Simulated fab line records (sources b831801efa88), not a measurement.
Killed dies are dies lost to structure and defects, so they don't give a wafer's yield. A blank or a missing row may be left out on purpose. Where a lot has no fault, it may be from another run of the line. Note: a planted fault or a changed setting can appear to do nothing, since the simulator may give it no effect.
A lot that was struck, set against a sound lot ; flow sky130 ; 43 steps out of a route of 708
Sound: wafers L730.1, L730.2, L730.4. Wafers L742.1, L742.3, L742.4 were the ones struck. The cause is given at the end.
Per side, at each step with rows, come the tool, then ch with its chambers, and then its first start. Under that, the readings that differ: sound wafers ; struck wafers ; difference of the means ; sigmas: that difference in standard deviations of wafers without a fault.
alike: words and numbers the same on both sides, and readings whose means are apart by under 2 such deviations; not compared: readings that were withheld, readings missing a value for some wafer, numbers with overlapping values and no deviation given by the record, and bounds like >300 which may hide the same value.
Wherever a step has rows on one side only, a row that says differs or no value, or a row with sigmas, the two part there. Numbers that have no deviation but don't overlap get no sigmas and don't part them. Lack of a reading on every wafer of one side parts them only where that side has two or more wafers.

SKY_METAL4_CD_MEAS_13 targets a cd of 300 nm.
  sound: cd sem-01 at day 42 14:16; struck: cd sem-02 at day 45 11:14
reading;sound;struck;difference;sigmas
cd nm (nm);295.7 297.6 295.9;298.9 300.3 301.4;+3.8;+3
SKY_METAL4_OVL_MEAS_14:
  sound: overlay-01 at day 42 14:23; struck: overlay-02 at day 45 11:22
  alike: METAL4_OVL
then, 2 steps without rows for these wafers: SKY_METAL4_DESCUM_15 (chemistry O2, time 8 s); SKY_METAL4_ETCH_16 (etches BARC in N2/H2, stops on SiO2, time 88.2 s, target depth 60 nm).
SKY_METAL4_ETCH_17: etches SiO2 in C4F8/O2/Ar, stops on TiN, time 3.9 s, target depth 15 nm.
  sound on rie diel-04 ch 0,3, day 42 14:33; struck on rie diel-04 ch 1,2,3, day 45 11:32
  alike: oes product au
  not compared: rf hours counter h
then, 6 steps without rows for these wafers: SKY_METAL4_METAL_ETCH_18 (etches the open film in Cl2/BCl3, stops on SiO2, target depth 845 nm, time 183.1 s); SKY_METAL4_STRIP_19 (strips in O2/N2); SKY_METAL4_STRIP_20 (strips in post etch residue remover, time 1200 s); SKY_METAL4_CLEAN_21 (cleans in IPA, time 180 s); SKY_METAL4_CLEAN_22 (cleans in O3/DIW); SKY_VIA4_HDPCVD_00 (deposits SiO2, target thk 1750 nm, time 291.7 s).
SKY_VIA4_THK_MEAS_01:
  sound: film metro-02 at day 42 15:33; struck: film metro-02 at day 45 12:29
  alike: VIA4_HDPCVD_THK
SKY_VIA4_CMP_02: polishes SiO2.
  sound on cmp-01 ch 0,1,3, day 42 15:37; struck on cmp-02 ch 1,2,3, day 45 12:33
reading;sound;struck;difference;sigmas
motor current A (A);12.1 12.7 12.6;11.0 11.6 11.4;-1.1;-3
  alike: slurry flow ml min
SKY_VIA4_BOW_MEAS_03:
  sound: film metro-01 at day 42 15:55; struck: film metro-02 at day 45 12:51
reading;sound;struck;difference;sigmas
VIA4_BOW (um);95 82 85;77 64 65;-19;-2
then, 7 steps without rows for these wafers: SKY_VIA4_DEHYDRATE_04 (time 60 s); SKY_VIA4_HMDS_05 (prime time 60 s); SKY_VIA4_COAT_06 (resist thk 1140 nm); SKY_VIA4_SOFTBAKE_07 (time 60 s); SKY_VIA4_EXPOSE_08 (exposes mask VIM4, target cd 800 nm); SKY_VIA4_PEB_09; SKY_VIA4_DEVELOP_10 (develop time 60 s).
SKY_VIA4_OVL_MEAS_11:
  sound: overlay-02 at day 43 14:50; struck: overlay-02 at day 46 10:19
  alike: VIA4_OVL
then, 6 steps without rows for these wafers: SKY_VIA4_ETCH_12 (etches SiO2 in C4F8/O2/Ar, stops on TiN, target depth 580 nm); SKY_VIA4_STRIP_13 (strips in O2/N2); SKY_VIA4_STRIP_14 (strips in post etch residue remover, time 1200 s); SKY_VIA4_CLEAN_15 (cleans in IPA, time 180 s); SKY_VIA4_CLEAN_16 (cleans in O3/DIW); SKY_VIA4_SPUTTER_17 (material TiN, target thk 20 nm, time 80 s).
SKY_VIA4_CVD_18: deposits W, target thk 505 nm, time 152.14 s.
  sound on cvd w-01 ch 0,1, day 43 15:37; struck on cvd w-02 ch 0,1, day 46 11:05
  alike: heater power w
SKY_VIA4_RS_MEAS_19: uses a four-point probe to measure.
  sound: film metro-01 at day 43 15:46; struck: film metro-04 at day 46 11:14
  alike: VIA4_W_RS
SKY_VIA4_THK_MEAS_20: measures by xrf.
  sound: film metro-01 at day 43 15:53; struck: film metro-04 at day 46 11:21
  alike: VIA4_W_THK
then, 1 step without rows for these wafers: SKY_VIA4_CMP_21 (polishes, stops on SiO2, t overpolish 25 s, target thk 0 nm).
SKY_METAL5_SPUTTER_00: material Ti, target thk 15 nm, time 10 s.
  sound: pvd sputter-03 at day 43 16:16; struck: pvd sputter-02 at day 46 11:43
  alike: throttle valve pct
SKY_METAL5_SPUTTER_01: material TiN, target thk 20 nm, time 16.7 s.
  sound: pvd sputter-03 at day 43 16:17; struck: pvd sputter-02 at day 46 11:44
  alike: throttle valve pct
SKY_METAL5_SPUTTER_02: material AlCu, target thk 1150 nm, time 61.2 s.
  sound: pvd sputter-03 at day 43 16:19; struck: pvd sputter-02 at day 46 11:46
  alike: throttle valve pct
then, 2 steps without rows for these wafers: SKY_METAL5_SPUTTER_03 (material Ti, target thk 5 nm, time 3.3 s); SKY_METAL5_SPUTTER_04 (material TiN, target thk 70 nm, time 58.3 s).
SKY_METAL5_RS_MEAS_05: uses a four-point probe to measure.
  sound: film metro-04 at day 43 16:26; struck: film metro-01 at day 46 11:53
reading;sound;struck;difference;sigmas
METAL5_ALCU_RS (ohm/sq);0.02727 0.02731 0.02754;0.02651 0.02647 0.02645;-0.00090;-3
SKY_METAL5_THK_MEAS_06: measures by xrf.
  sound: film metro-04 at day 43 16:33; struck: film metro-01 at day 46 12:00
reading;sound;struck;difference;sigmas
METAL5_ALCU_THK (nm);1151 1145 1144;1174 1185 1181;+33;+3
then, 3 steps without rows for these wafers: SKY_METAL5_DEHYDRATE_07 (time 60 s); SKY_METAL5_HMDS_08 (prime time 60 s); SKY_METAL5_COAT_09 (resist thk 1800 nm).
-- the record jumps here: 2 days lie between the struck wafers' starts before and after (it left off in module METAL5 and takes up again in module PAD_OPEN, whose first step shown is number 708 of the route) --
SKY_PAD_OPEN_PROBE_99:
  sound: prober-01 at day 46 13:18; struck: prober-01 at day 48 23:53
reading;sound;struck;difference;sigmas
defect limited yield (%);79.5 81.9 81.1;57.3 57.3 61.2;-22.2;-12
killed_at_M4_up;7 3 5;134 129 119;+122;+68
killed at contacts;28 33 31;13 19 15;-15;-3
killed dies;101 89 93;210 210 191;+109;+12
killed on rim;20 17 27;33 44 35;+16;+4
sort_bin_3_pad_short (%);1.4 1.2 1.0;4.1 2.4 2.2;+1.7;+4
sort_bin_5_function (%);11.6 12.2 10.6;27.2 25.6 24.0;+14.1;+9
sort_bin_6_memory (%);7.5 4.7 7.3;11.4 14.6 12.6;+6.4;+6
sort n pass;391 403 399;282 282 301;-109;-12
sort yield pct (%);79.5 81.9 81.1;57.3 57.3 61.2;-22.2;-12
model.etest.tester.sort n pass;391 403 399;282 282 301;-109;
model.etest.tester.sort yield pct (%);79.47 81.91 81.1;57.32 57.32 61.18;-22.22;
model.etest.tester.sort_bin_5_pct (%);11.59 12.2 10.57;27.24 25.61 23.98;+14.16;
model.etest.tester.sort_bin_6_pct (%);7.52 4.675 7.317;11.38 14.63 12.6;+6.37;
model.etest.tester.sort_bin_3_pct (%);1.423 1.22 1.016;4.065 2.439 2.236;+1.694;
  alike: killed_at_M0_to_M3, killed at front end, killed at other, killed open, killed short

== WHERE THEY PART ==
Earliest at SKY_METAL4_CD_MEAS_13; latest, in this record, at SKY_PAD_OPEN_PROBE_99.

WHY: whatever the simulator had introduced
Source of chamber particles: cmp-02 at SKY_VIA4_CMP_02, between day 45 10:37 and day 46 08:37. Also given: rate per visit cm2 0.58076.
